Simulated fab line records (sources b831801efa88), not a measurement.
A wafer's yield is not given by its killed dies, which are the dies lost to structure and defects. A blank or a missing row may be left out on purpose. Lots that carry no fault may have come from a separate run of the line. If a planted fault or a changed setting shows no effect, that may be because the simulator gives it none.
Struck lot and sound lot, side by side / flow sky130 / 17 steps out of a route of 708
Sound: the wafers L390.1, L390.5, L390.6. The struck wafers were L378.3, L378.5, L378.6. The cause is named last.
Per side, at each step with rows, come the tool, then ch with its chambers, and then its first start. Under that, the readings that differ: sound wafers / struck wafers / difference of the means / sigmas: that difference in standard deviations of wafers without a fault.
alike: same words and numbers on both sides, and readings whose means sit less than 2 such deviations apart. not compared: any withheld reading, any reading some wafer has no value for, any bound like >300 that may hide the same value, and any number with overlapping values for which the record gives no deviation.
Wherever a step has rows on one side only, a row that says differs or no value, or a row with sigmas, the two part there. When numbers do not overlap yet have no deviation, they are printed without sigmas and do not part them. A reading missing from all wafers of one side parts the sides only when that side holds two or more wafers.

first, 5 steps without rows for these wafers: SKY_SD_N_COAT_02 (resist thk 1140 nm); SKY_SD_N_SOFTBAKE_03 (time 60 s); SKY_SD_N_EXPOSE_04 (exposes mask NSDM, target cd 380 nm); SKY_SD_N_PEB_05; SKY_SD_N_DEVELOP_06 (develop time 60 s).
SKY_SD_N_CD_MEAS_07 targets a cd of 380 nm.
  sound on cdSem-02, day 34 14:42; struck on cdSem-01, day 31 03:59
  alike: cdNm
SKY_SD_N_OVL_MEAS_08:
  sound on overlay-01, day 34 14:49; struck on overlay-01, day 31 04:05
reading=SD_N_OVL (nm); sound=-2.1 -2.0 -2.0; struck=4.0 1.9 1.0; difference=+4.3; sigmas=+3
then, 2 steps without rows for these wafers: SKY_SD_N_IMPLANT_09; SKY_SD_N_IMPLANT_10.
SKY_SD_N_STRIP_11: strips in O2/N2.
  sound on plasmaAsher-01 ch 0,1, day 34 15:10; struck on plasmaAsher-01 ch 0,1, day 31 04:26
  alike: drypumpMotorCurrentA, o2FlowSccm, oesProductAu, stripTimeToEndpointS
  not compared: rfHoursCounterH
SKY_SD_N_TW_MEAS_12:
  sound on filmMetro-01, day 34 15:16; struck on filmMetro-02, day 31 04:32
reading=SD_N_TW; sound=3996 4002 4018; struck=3954 3931 3966; difference=-55; sigmas=-2
then, 1 step without rows for these wafers: SKY_SD_N_CLEAN_13 (cleans in SC1/SC2, time 150 s).
SKY_SD_N_RTA_14: time 2 s.
  sound on rtpAnneal-01 ch 0, day 34 15:22; struck on rtpAnneal-01 ch 0, day 31 04:41
reading=lampPowerPct (%); sound=15.75 15.80 15.73; struck=14.76 14.74 14.81; difference=-0.99; sigmas=-19
  alike: chamberO2Ppm, wafer_temp_C_max
SKY_SD_N_RS_MEAS_16: measurement is done with a four-point probe.
  sound on filmMetro-02, day 34 15:32; struck on filmMetro-01, day 31 04:53
reading=SD_N_RS (ohm/sq); sound=68.59 68.66 68.60; struck=72.38 72.38 72.35; difference=+3.75; sigmas=+29
SKY_SD_N_RS_MEAS_17: measurement is done with a four-point probe.
  sound on filmMetro-02, day 34 15:40; struck on filmMetro-01, day 31 05:00
reading=SD_P_RS (ohm/sq); sound=147.0 146.9 147.6; struck=170.6 170.1 170.2; difference=+23.1; sigmas=+58
SKY_SD_N_RS_MEAS_18: measurement is done with a four-point probe.
  sound on filmMetro-02, day 34 15:47; struck on filmMetro-01, day 31 05:07
  alike: RES_XHIGH_RS
-- a jump in the record: the struck wafers' starts before and after are 17 days apart (it breaks off in module SD_N and resumes in module PAD_OPEN, where the first step shown is number 708 of the route) --
SKY_PAD_OPEN_PROBE_99:
  sound on prober-01, day 50 13:44; struck on prober-01, day 48 10:05
reading=model.etest.resXhighPo.lineOhmUm; sound=5776 5895 6016; struck=7465 7556 7566; difference=+1633; sigmas=
reading=model.etest.resXhighPo.rsOhmSq; sound=2000 2038 2118; struck=2653 2684 2628; difference=+603; sigmas=
reading=model.etest.pfet_01v8.rOnOhmUm; sound=2828 2788 2890; struck=3225 3281 3244; difference=+415; sigmas=
reading=model.etest.tipP.rsOhmSq; sound=6760 6764 6718; struck=7144 7150 7121; difference=+391; sigmas=
reading=model.etest.resPdiff.lineOhmUm; sound=1377 1377 1370; struck=1582 1604 1563; difference=+208; sigmas=
reading=model.etest.resHighPo.lineOhmUm; sound=744 761.9 786.5; struck=916.4 924.3 897.6; difference=+148.6; sigmas=
reading=model.etest.liconHighPo.rcOhm; sound=337.1 348.6 373.3; struck=502.1 505.1 513; difference=+153.7; sigmas=
reading=model.etest.pfetG5v0d10v5.rOnOhmUm; sound=4768 4802 4840; struck=4879 4908 4910; difference=+96; sigmas=
  alike: killed_at_M0_to_M3, killed_at_M4_up, killedAtContacts, killedAtFrontEnd, killedAtOther, killedDies, killedOpen, killedShort

## WHERE THEY PART
At SKY_SD_N_OVL_MEAS_08 first; at SKY_SD_N_RS_MEAS_17 last (within this record only). Later steps at which nothing parts them and some readings are alike: SKY_SD_N_RS_MEAS_18, SKY_PAD_OPEN_PROBE_99.

WHY: the cause the simulator had injected
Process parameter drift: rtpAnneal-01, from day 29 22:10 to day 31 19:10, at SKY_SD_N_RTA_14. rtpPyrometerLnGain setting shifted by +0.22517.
